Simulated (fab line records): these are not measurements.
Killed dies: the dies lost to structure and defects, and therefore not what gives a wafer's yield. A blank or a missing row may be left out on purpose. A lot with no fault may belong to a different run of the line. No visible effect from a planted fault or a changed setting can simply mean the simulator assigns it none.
The tool behind it: which one? | flow gf180mcu | 12 lots, 36 wafers sampled, at 2 steps of a route of 602

WHAT THE GAUGES SHOWED, per wafer
GF_V2_CD_MEAS_14: the cd target is 260 nm. Usual: cd nm reads 260.1 nm (standard deviation 1.3).
lot  | measured     | on        | cd nm (nm)        | flag
L374 | day 21 00:33 | cd sem-01 | 258.7 259.0 257.9 |
L375 | day 21 20:55 | cd sem-02 | 261.1 262.4 262.9 |
L376 | day 22 00:30 | cd sem-02 | 260.1 259.9 259.7 |
L377 | day 22 10:10 | cd sem-02 | 261.5 263.1 262.0 |
L379 | day 23 00:42 | cd sem-01 | 258.7 258.4 259.8 |
L380 | day 23 08:06 | cd sem-01 | 258.7 258.6 259.2 |
L382 | day 24 00:06 | cd sem-02 | 259.5 259.6 259.5 |
L383 | day 24 15:10 | cd sem-02 | 261.5 261.2 262.1 |
L391 | day 26 17:26 | cd sem-02 | 260.3 259.5 259.2 |
L392 | day 26 23:11 | cd sem-02 | 261.1 261.1 260.8 |
L394 | day 27 12:58 | cd sem-02 | 260.3 260.7 259.5 |
L395 | day 27 19:21 | cd sem-02 | 261.1 261.6 262.6 |

WHICH TOOL RAN EACH LOT (tool, then ch and the chambers of the sampled wafers, then the start)
lot  | GF_V2_CMP_04
L374 | cmp-02 ch 0,2,3, day 20 00:22
L375 | cmp-02 ch 0,1, day 20 20:11
L376 | cmp-02 ch 0,1,2, day 21 00:50
L377 | cmp-02 ch 1,2, day 21 10:14
L379 | cmp-02 ch 1,3, day 22 01:16
L380 | cmp-01 ch 0,1,2, day 22 09:16
L382 | cmp-02 ch 0,2, day 23 01:10
L383 | cmp-02 ch 2,3, day 23 17:03
L391 | cmp-01 ch 0,3, day 25 20:07
L392 | cmp-02 ch 1,2,3, day 26 02:01
L394 | cmp-02 ch 0,3, day 26 16:13
L395 | cmp-02 ch 0,2,3, day 26 23:38
- GF_V2_CMP_04: polishes SiO2.

WHAT THE TOOLS THEMSELVES READ (means of the sampled wafers that have a number; where no wafer has one, the mark that the record gives instead)
GF_V2_CMP_04. Usual: edge zone pressure frac 1.000, standard deviation 0.0049; motor current A 12.5 A, standard deviation 0.7; time to endpoint s 75 s, standard deviation 5.6.
lot  | tool   | edge zone pressure frac | motor current A (A) | time to endpoint s (s) | flag
L374 | cmp-02 | 1.000                   | 12.2                | 73                     |
L375 | cmp-02 | 0.999                   | 11.9                | 73                     |
L376 | cmp-02 | 0.998                   | 12.1                | 66                     |
L377 | cmp-02 | 1.000                   | 12.6                | 74                     |
L379 | cmp-02 | 1.001                   | 12.5                | 72                     |
L380 | cmp-01 | 0.999                   | 13.1                | 75                     |
L382 | cmp-02 | 1.002                   | 12.0                | 83                     |
L383 | cmp-02 | 0.997                   | 12.5                | 77                     |
L391 | cmp-01 | 1.006                   | 12.8                | 70                     |
L392 | cmp-02 | 0.993                   | 12.6                | 77                     |
L394 | cmp-02 | 1.000                   | 12.3                | 71                     |
L395 | cmp-02 | 1.002                   | 12.3                | 77                     |

THE ANSWER, worked out from the rows above alone
Rule: lot off if the mean of its wafers having a number is beyond 3 standard deviations from the usual mean. Also off: a lot with no number at a reading for which 4 or more lots have one. All remaining lots with rows at the step are treated as sound. First the gauges in route order, then the tools' own readings, where a lot's mean is used as printed above. The first step at which some lot is off is used, and at that step the reading that is off furthest; a lot without a number counts as furthest.
Nothing can be told from this: no lot is off at any reading shown.

WHAT THE SIMULATOR HAD INSERTED
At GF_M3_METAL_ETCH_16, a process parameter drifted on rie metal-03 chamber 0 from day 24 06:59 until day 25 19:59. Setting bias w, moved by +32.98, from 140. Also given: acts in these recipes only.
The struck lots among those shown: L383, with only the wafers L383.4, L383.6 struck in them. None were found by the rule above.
